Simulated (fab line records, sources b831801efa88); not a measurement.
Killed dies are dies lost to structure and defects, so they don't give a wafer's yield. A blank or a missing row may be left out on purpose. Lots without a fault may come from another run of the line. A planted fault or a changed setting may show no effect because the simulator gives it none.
Split-lot experiment | flow gf180mcu | 5 lots, 23 wafers read, on a route of 602 steps

THE SPLIT
At GF_V3_CMP_04 (polishes SiO2), the setting leave_above_ref_nm was moved away from the recipe's 632.5 nm on 8 of the 23 wafers read, by -4.3% to +3.9%. The other wafers ran this setting at the recipe's value.

The reading is taken at the split's own step.

THE READING
SiO2_of_V3_CVD_02.thk_nm (the simulator's own value, which no gauge read), in nm, at GF_V3_CMP_04 (polishes SiO2). The file gives no usual value for it. The 15 wafers here that ran the recipe average 632.2 nm, standard deviation 0.71 nm.

wafer  | tool, chamber at the split | leave_above_ref_nm as run, nm | against the recipe | SiO2_of_V3_CVD_02.thk_nm, nm | against lot-mates on the recipe
L074.3 | cmp-01, 3                  | 632.5                         | recipe             | 631.6                        | -
L074.1 | cmp-01, 0                  | 632.5                         | recipe             | 632.7                        | -
L074.4 | cmp-01, 1                  | 605.3                         | -4.3%              | 605.6                        | -26.6
L074.2 | cmp-01, 2                  | 605.3                         | -4.3%              | 604.6                        | -27.6
L074.6 | cmp-01, 0                  | 605.3                         | -4.3%              | 605.4                        | -26.8
L076.2 | cmp-01, 3                  | 632.5                         | recipe             | 633.7                        | -
L076.1 | cmp-01, 0                  | 632.5                         | recipe             | 632.1                        | -
L076.4 | cmp-01, 2                  | 632.5                         | recipe             | 632.8                        | -
L076.5 | cmp-01, 3                  | 632.5                         | recipe             | 633                          | -
L076.6 | cmp-01, 0                  | 632.5                         | recipe             | 633.2                        | -
L077.1 | cmp-02, 2                  | 632.5                         | recipe             | 631.9                        | -
L077.6 | cmp-02, 0                  | 632.5                         | recipe             | 631.6                        | -
L077.5 | cmp-02, 1                  | 632.5                         | recipe             | 631.5                        | -
L078.4 | cmp-02, 2                  | 632.5                         | recipe             | 632.4                        | -
L078.2 | cmp-02, 3                  | 656.9                         | +3.9%              | 657                          | +25.1
L078.1 | cmp-02, 1                  | 656.9                         | +3.9%              | 656.6                        | +24.7
L078.5 | cmp-02, 2                  | 632.5                         | recipe             | 631.9                        | -
L078.6 | cmp-02, 3                  | 632.5                         | recipe             | 631.5                        | -
L080.4 | cmp-01, 3                  | 617.3                         | -2.4%              | 616.5                        | -15.0
L080.3 | cmp-01, 0                  | 617.3                         | -2.4%              | 616.4                        | -15.1
L080.2 | cmp-01, 1                  | 617.3                         | -2.4%              | 615.5                        | -16.0
L080.5 | cmp-01, 3                  | 632.5                         | recipe             | 631.3                        | -
L080.6 | cmp-01, 0                  | 632.5                         | recipe             | 631.7                        | -

THE FIT
A straight line over all 23 wafers: SiO2_of_V3_CVD_02.thk_nm changes by +6.37 nm for each +1% of leave_above_ref_nm; r = +1.00; the points scatter about the line by 0.72 nm.
The same after taking each lot's own level away (the mean of its wafers on the recipe; 23 wafers): +6.35 nm for each +1%; r = +1.00; scatter 0.46 nm.
On that fit, the largest move of leave_above_ref_nm shifts the reading by 27 nm.
The lots' own levels span 631.50 to 632.96 nm, that is 2.1 times the standard deviation above.
So the lot-to-lot level changes the slope little: the two slopes agree.
Check: with one of the wafers moved furthest among these (-4.3%) left out of the fit, the line predicts -27.4 nm for it against its lot-mates. It came out at -26.6 nm against them.

OTHER SPLITS ON THESE WAFERS
These wafers also went through other splits before the reading. Each is held against what the fit with the lots' levels taken away leaves over:
other split on the same wafers | wafers away from the commonest value | r with SiO2_of_V3_CVD_02.thk_nm (lot level and that fit taken away)
GF_M2_SPUTTER_00 power_w       | 9                                    | -0.12
GF_M2_EXPOSE_11 dose_mj        | 7                                    | -0.24
GF_M2_METAL_ETCH_16 bias_w     | 5                                    | +0.10
GF_V2_COAT_09 resist_thk_nm    | 7                                    | +0.44
GF_V2_PEB_12 peb_time_s        | 5                                    | +0.00
GF_V2_SPUTTER_21 power_w       | 8                                    | +0.15
GF_M3_SPUTTER_02 time_s        | 4                                    | -0.45
GF_M3_COAT_09 resist_thk_nm    | 9                                    | +0.11
GF_V3_CVD_00 sih4_flow_sccm    | 7                                    | -0.07

THE FILE'S OWN FIT
SiO2_of_V3_CVD_02.thk_nm changes by +6.35 nm for each +1% of leave_above_ref_nm, r = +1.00.
